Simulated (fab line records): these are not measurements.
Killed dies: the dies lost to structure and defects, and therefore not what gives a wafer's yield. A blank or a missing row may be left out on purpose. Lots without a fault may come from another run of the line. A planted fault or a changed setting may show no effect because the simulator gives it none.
Matching of chambers / flow gf180mcu / pecvd-02 running GF_PASSIVATION_CVD_02: 3 sister chambers
The step deposits Si3N4, target thk 700 nm, time 486.18 s. 3 wafers are shown with their chamber, then 11 later ones without.

## WAFERS, EACH WITH ITS CHAMBER
wafer=L092.1; chamber=0; heater_power_w (W)=558
wafer=L092.3; chamber=1; heater_power_w (W)=651
wafer=L092.4; chamber=2; heater_power_w (W)=719

## WAFERS WITHOUT THEIR CHAMBER
wafer=L092.5; heater_power_w (W)=681
wafer=L092.6; heater_power_w (W)=621
wafer=L094.1; heater_power_w (W)=690
wafer=L094.5; heater_power_w (W)=554
wafer=L094.6; heater_power_w (W)=725
wafer=L096.1; heater_power_w (W)=661
wafer=L096.3; heater_power_w (W)=601
wafer=L096.6; heater_power_w (W)=638
wafer=L097.2; heater_power_w (W)=658
wafer=L097.3; heater_power_w (W)=697
wafer=L097.4; heater_power_w (W)=613

## WHICH CHAMBER EACH WENT THROUGH
wafer=L092.5; from the rows above=can't be placed: 1 or 2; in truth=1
wafer=L092.6; from the rows above=can't be placed: 1 or 0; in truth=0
wafer=L094.1; from the rows above=can't be placed: 2 or 1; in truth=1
wafer=L094.5; from the rows above=0; in truth=0
wafer=L094.6; from the rows above=2; in truth=2
wafer=L096.1; from the rows above=can't be placed: 1 or 2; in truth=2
wafer=L096.3; from the rows above=can't be placed: 0 or 1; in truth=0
wafer=L096.6; from the rows above=1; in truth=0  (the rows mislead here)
wafer=L097.2; from the rows above=1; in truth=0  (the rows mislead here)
wafer=L097.3; from the rows above=can't be placed: 2 or 1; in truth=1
wafer=L097.4; from the rows above=can't be placed: 1 or 0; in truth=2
Correct placement for 2 of the 11. These rows do not allow placing 7 (true chamber among the candidates in 6). Number placed wrongly: 2.
How it was worked out, from the rows above alone: a wafer's distance from a chamber is the root of the sum, over the readings, of the square of ((its reading less the chamber's mean) divided by the reading's scatter). The wafer belongs to the nearest chamber; if the next one is less than 2 further off, it can't be placed. The mean given for a chamber averages the wafers shown for that chamber. The scatter (one wafer shown for each chamber): square how far every hidden wafer sits from the nearest shown wafer, average those squares and take the square root.
